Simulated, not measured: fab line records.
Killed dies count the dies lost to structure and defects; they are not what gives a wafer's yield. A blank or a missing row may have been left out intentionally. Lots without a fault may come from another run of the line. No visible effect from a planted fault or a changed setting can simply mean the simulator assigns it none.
Problem report, 8D (eight disciplines) form, completed by code || flow sky130 || the parts of the form that need people (team, actions taken, sign-off) are left out

== 1. THE ISSUE ==
Across 6 wafers from 2 lots, SD_N_RS at SKY_SD_N_RS_MEAS_16 averages 72.64 ohm/sq, while fault-free wafers read 68.52 ohm/sq with a standard deviation of 0.12. That puts it +34 standard deviations away from the usual mean.
The step: measures by four-point-probe.
Seen first at day 32 06:43 on film-metro-03, wafer L933.1. The record has a number at this step for 33 wafers belonging to 11 lots. Rule for "out" (also "out of limits"): further than 4 standard deviations from the usual mean. The rest of the wafers with a number are treated as sound.

== 2. WHAT THIS IS AND IS NOT ==
{"question": "which readings at this step", "is": "SD_N_RS", "is not": "-"}
{"question": "which lots", "is": "L933, L935", "is not": "L921, L922, L925, L926, L931, L932, L939, L942, L944"}
{"question": "which wafers of those lots", "is": "all that have a number", "is not": "-"}
{"question": "read on which gauges", "is": "film-metro-03, film-metro-04", "is not": "film-metro-01"}
{"question": "when", "is": "from day 32 06:43", "is not": "up to then (18 sound wafers); but 9 sound wafers of L939, L942, L944 came after"}

== 3. SUSPECTS, AND WHAT RULES EACH OUT ==
Counting: a tool at any process step up to the reading remains a suspect when it ran all the lots that are out and ran no sound lot after the first of those.
- the gauge at SKY_SD_N_RS_MEAS_16: ruled out. The wafers that are out were read on 2 gauges (film-metro-03, film-metro-04).
- rtp-anneal-02 at SKY_NWELL_RTA_28 (time 30 s): ruled out as a lasting fault. After its first lot that is out, L933 (day 8 09:01), sound lots L944 ran on it.
- rtp-anneal-01 at SKY_SD_N_RTA_14 (time 2 s): kept. Every lot that is out went through it, starting with L933 (day 32 06:33), and after that it ran no sound lot; the last sound lot it ran before then is L931 (day 31 13:43). Its own readings are out on those wafers: lamp-power-pct.
Left after counting: rtp-anneal-01 at SKY_SD_N_RTA_14.

== 4. THE CAUSE (what the simulator had put in) ==
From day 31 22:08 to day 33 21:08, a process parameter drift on rtp-anneal-01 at SKY_SD_N_RTA_14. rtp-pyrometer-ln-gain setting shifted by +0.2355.
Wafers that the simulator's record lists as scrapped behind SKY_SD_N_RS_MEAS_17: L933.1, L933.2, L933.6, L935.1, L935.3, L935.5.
After counting, this tool was the only one left.

== 5. SEQUENCE OF EFFECTS, ordered by route ==
Rows list readings where the struck wafers' mean (over those with a number) sits beyond 3 standard deviations from the usual. Only readings whose record carries a usual standard deviation are examined. hours: median over the lots of the time between each lot's start at the first step of this table that gives one and its start at this step. sigmas: the change, counted in usual standard deviations.
{"hours": 0, "step": "SKY_SD_N_RTA_14", "reading": "lamp-power-pct", "usual": "15.74 %", "on struck wafers": 14.81, "change": -0.93, "sigmas": -18}
{"hours": 0, "step": "SKY_SD_N_RS_MEAS_16", "reading": "SD_N_RS", "usual": "68.52 ohm/sq", "on struck wafers": 72.64, "change": "+4.12", "sigmas": "+34"}
{"hours": 3, "step": "SKY_SD_N_RS_MEAS_17", "reading": "SD_P_RS", "usual": "146.9 ohm/sq", "on struck wafers": 171.9, "change": "+25.0", "sigmas": "+64"}
Process steps it contains:
- SKY_SD_N_RTA_14: time 2 s.

== 6. HOW IT WOULD HAVE BEEN CAUGHT EARLIER ==
9 hours passed between the start of the fault at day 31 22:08 and the first reading out of limits at a measuring or inspecting step in this record, taken at day 32 06:43.
The tool's own readings at SKY_SD_N_RTA_14 were out on every struck wafer that the step has a row for (lamp-power-pct): an alarm limit on them would have fired on the first of those.
Among the 2 lots that are out, L935 began SKY_SD_N_RTA_14 on rtp-anneal-01 after day 32 06:43. A tool hold placed at that time would have kept it from harm.
